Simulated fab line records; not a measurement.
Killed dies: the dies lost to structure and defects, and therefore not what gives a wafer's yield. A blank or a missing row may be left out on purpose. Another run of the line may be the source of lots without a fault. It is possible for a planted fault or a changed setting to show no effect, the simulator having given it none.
Which tool did it? || flow sky130 || Sampling: 7 lots, 21 wafers, 2 of 708 route steps

## WHAT THE GAUGES READ, wafer by wafer
SKY_SONOS_ONO_THK_MEAS_05.
{"lot": "L756", "measured": "day 11 22:04", "on": "film-metro-03", "SONOS_ONO_CVD_04_THK (nm)": "5.73 5.74 5.63"}
{"lot": "L759", "measured": "day 13 04:58", "on": "film-metro-03", "SONOS_ONO_CVD_04_THK (nm)": "5.78 5.70 5.67"}
{"lot": "L762", "measured": "day 13 21:43", "on": "film-metro-03", "SONOS_ONO_CVD_04_THK (nm)": "5.73 5.72 5.76"}
{"lot": "L764", "measured": "day 14 11:40", "on": "film-metro-03", "SONOS_ONO_CVD_04_THK (nm)": "5.66 5.81 5.79"}
{"lot": "L769", "measured": "day 15 21:51", "on": "film-metro-03", "SONOS_ONO_CVD_04_THK (nm)": "5.88 5.85 5.94"}
{"lot": "L771", "measured": "day 16 23:37", "on": "film-metro-04", "SONOS_ONO_CVD_04_THK (nm)": "5.70 5.69 5.67"}
{"lot": "L777", "measured": "day 18 21:02", "on": "film-metro-01", "SONOS_ONO_CVD_04_THK (nm)": "5.59 5.58 5.66"}

## TOOL THAT RAN EACH LOT (tool first, then ch and the chambers of the sampled wafers, then the start)
{"lot": "L756", "SKY_VT_ADJUST_NCORE_DEVELOP_06": "litho-track-04 ch 0, day 8 21:12"}
{"lot": "L759", "SKY_VT_ADJUST_NCORE_DEVELOP_06": "litho-track-04 ch 0, day 9 17:10"}
{"lot": "L762", "SKY_VT_ADJUST_NCORE_DEVELOP_06": "litho-track-01 ch 0, day 10 13:23"}
{"lot": "L764", "SKY_VT_ADJUST_NCORE_DEVELOP_06": "litho-track-04 ch 0, day 11 06:03"}
{"lot": "L769", "SKY_VT_ADJUST_NCORE_DEVELOP_06": "litho-track-02, day 12 12:30"}
{"lot": "L771", "SKY_VT_ADJUST_NCORE_DEVELOP_06": "litho-track-02, day 13 09:12"}
{"lot": "L777", "SKY_VT_ADJUST_NCORE_DEVELOP_06": "litho-track-02 ch 0, day 14 23:57"}
- SKY_VT_ADJUST_NCORE_DEVELOP_06: develop time 60 s.

## THE ANSWER, worked out from the rows above alone
Rule: the lots themselves supply what counts as usual. Put in order of their means at a reading, lots are off if they are a third of the lots or fewer, leave a main group of 4 or more, and stand apart from it by a gap of 3 or more times the standard deviation of the main group's means; of several such gaps the widest counts. Not used: any main group whose means are identical at the precision the tables above print for the reading. A lot without any number at a reading at which 4 lots or more have one is off too. Any other lot the step has rows for is counted as sound.
Across all readings shown, no lot is off: no conclusion can be drawn from this.

## WHAT THE SIMULATOR HAD INSERTED
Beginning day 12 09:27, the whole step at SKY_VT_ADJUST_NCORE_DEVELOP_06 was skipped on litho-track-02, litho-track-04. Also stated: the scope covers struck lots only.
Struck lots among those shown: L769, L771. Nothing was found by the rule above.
